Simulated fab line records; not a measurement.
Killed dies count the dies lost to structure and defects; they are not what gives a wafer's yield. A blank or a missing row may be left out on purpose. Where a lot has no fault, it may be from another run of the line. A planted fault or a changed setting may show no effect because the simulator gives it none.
Comparing a struck lot with a sound one | flow sky130 | 25 out of 708 route steps
Sound: these wafers, L858.2, L858.3, L858.6. Wafers struck: L866.3, L866.4, L866.6. The cause comes at the end.
Order at every step that has rows: each side's tool, ch and its chambers, its first start. Under that, the readings that differ: sound wafers | struck wafers | difference of the means | sigmas: that difference in standard deviations of wafers without a fault.
alike: readings with means less than 2 such deviations apart, plus words and numbers identical on both sides. not compared: withheld readings, readings lacking a value on some wafer, bounds such as >300 that could conceal the same value, and numbers that have no deviation in the record and whose values overlap.
The two part at a step that has a row with sigmas, a row that says differs or no value, or rows on one side only. Numbers that don't overlap but have no deviation are shown without sigmas and don't part them. A reading that every wafer of one side lacks parts them only if that side has two wafers or more.

first, 3 steps without rows for these wafers: SKY_LOCAL_INTERCONNECT_STRIP_16 (strips in post etch residue remover, time 1200 s); SKY_LOCAL_INTERCONNECT_CLEAN_17 (cleans in IPA, time 180 s); SKY_LOCAL_INTERCONNECT_CLEAN_18 (cleans in O3/DIW).
SKY_CONTACT_CVD_00: deposits Si3N4, target thk 75 nm.
  sound on pecvd-04 ch 0,2, day 30 20:42; struck on pecvd-03 ch 0,1, day 33 09:44
  alike: heater power w, rf fwd power W
SKY_CONTACT_THK_MEAS_01:
  sound on film metro-02, day 30 20:44; struck on film metro-04, day 33 09:48
  alike: CONTACT_CVD_00_THK
then, 1 step without rows for these wafers: SKY_CONTACT_HDPCVD_02 (deposits SiO2, target thk 565 nm, time 94.2 s).
SKY_CONTACT_THK_MEAS_03:
  sound on film metro-04, day 30 20:52; struck on film metro-01, day 33 09:56
  alike: CONTACT_HDPCVD_THK
SKY_CONTACT_CMP_04: polishes SiO2.
  sound on cmp-01 ch 0,1, day 30 20:55; struck on cmp-02 ch 1,2,3, day 33 10:01
  alike: motor current A, retaining ring pressure frac, time to endpoint s
SKY_CONTACT_BOW_MEAS_05:
  sound on film metro-02, day 30 21:14; struck on film metro-04, day 33 10:19
  alike: CONTACT_BOW
then, 3 steps without rows for these wafers: SKY_CONTACT_DEHYDRATE_06 (time 60 s); SKY_CONTACT_HMDS_07 (prime time 60 s); SKY_CONTACT_COAT_08 (resist thk 60 nm).
SKY_CONTACT_COAT_09: resist thk 450 nm.
  sound on litho track-01 ch 0, day 31 11:00; struck on litho track-01 ch 0, day 33 23:00
  reading                                        | sound             | struck            | difference | sigmas
  resist line temp C (C)                         | 23.22 23.17 23.24 | 22.92 23.06 22.93 | -0.24      | -2
  model.KrF-thick_of_CONTACT_COAT_09.thk nm (nm) | 452.4 452.4 452.4 | 460 460.8 460.3   | +8         |
then, 4 steps without rows for these wafers: SKY_CONTACT_SOFTBAKE_10 (time 90 s); SKY_CONTACT_EXPOSE_11 (exposes mask CTM1, target cd 170 nm); SKY_CONTACT_PEB_12; SKY_CONTACT_DEVELOP_13 (develop time 60 s).
SKY_CONTACT_CD_MEAS_14: target cd 170 nm.
  sound on cd sem-02, day 32 01:07; struck on cd sem-01, day 34 12:47
  alike: cd nm
SKY_CONTACT_OVL_MEAS_15:
  sound on overlay-02, day 32 01:14; struck on overlay-01, day 34 12:53
  alike: CONTACT_OVL
SKY_CONTACT_ETCH_16: etches BARC in N2/H2, stops on SiO2, time 45.9 s, target depth 60 nm.
  sound on rie diel-04 ch 0,1,2, day 32 01:16; struck on rie diel-02 ch 0,2,3, day 34 12:55
  alike: chamber pressure mTorr, drypump motor current A, oes product au, rf fwd power W, throttle valve pct
  not compared: rf hours counter h
SKY_CONTACT_ETCH_17: etches SiO2 in C4F8/O2/Ar, stops on Si3N4, target depth 340 nm.
  sound on rie diel-04 ch 0,1,2, day 32 01:18; struck on rie diel-02 ch 0,2,3, day 34 12:57
  alike: chamber pressure mTorr, oes product au, rf fwd power W
SKY_CONTACT_ETCH_18: etches Si3N4 in CHF3/O2, stops on TiN, time 39 s, target depth 75 nm.
  sound on rie diel-04 ch 0,1,2; struck on rie diel-02 ch 0,2,3
  reading                                        | sound             | struck            | difference | sigmas
  model.KrF-thick_of_CONTACT_COAT_09.thk nm (nm) | 249.2 247.6 246.7 | 258.2 254.3 252.4 | +7.1       |
  alike: chamber pressure mTorr, drypump motor current A, oes product au, rf fwd power W, throttle valve pct
  not compared: rf hours counter h
SKY_CONTACT_STRIP_19: strips in O2/N2.
  sound on plasma asher-03 ch 0,1, day 32 01:23; struck on plasma asher-01 ch 0,1, day 34 13:04
  reading                      | sound             | struck            | difference | sigmas
  strip time to endpoint s (s) | 3.671 3.660 3.661 | 3.775 3.732 3.717 | +0.077     | +3
  alike: chamber pressure mTorr, drypump motor current A, oes product au
  not compared: rf hours counter h
then, 1 step without rows for these wafers: SKY_CONTACT_STRIP_20 (strips in post etch residue remover, time 1200 s).
-- the record jumps here: 14 days lie between the struck wafers' starts before and after (it left off in module CONTACT and takes up again in module PAD_OPEN, whose first step shown is number 708 of the route) --
SKY_PAD_OPEN_PROBE_99:
  record: rows for the struck wafers here (prober-02, day 48 01:37), none for the sound ones

## WHERE THEY PART
Earliest at SKY_CONTACT_COAT_09; latest, in this record, at SKY_PAD_OPEN_PROBE_99.

WHY: the cause the simulator had injected
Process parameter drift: litho track-01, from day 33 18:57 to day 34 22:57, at SKY_CONTACT_COAT_09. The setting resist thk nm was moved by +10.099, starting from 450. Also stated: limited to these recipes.
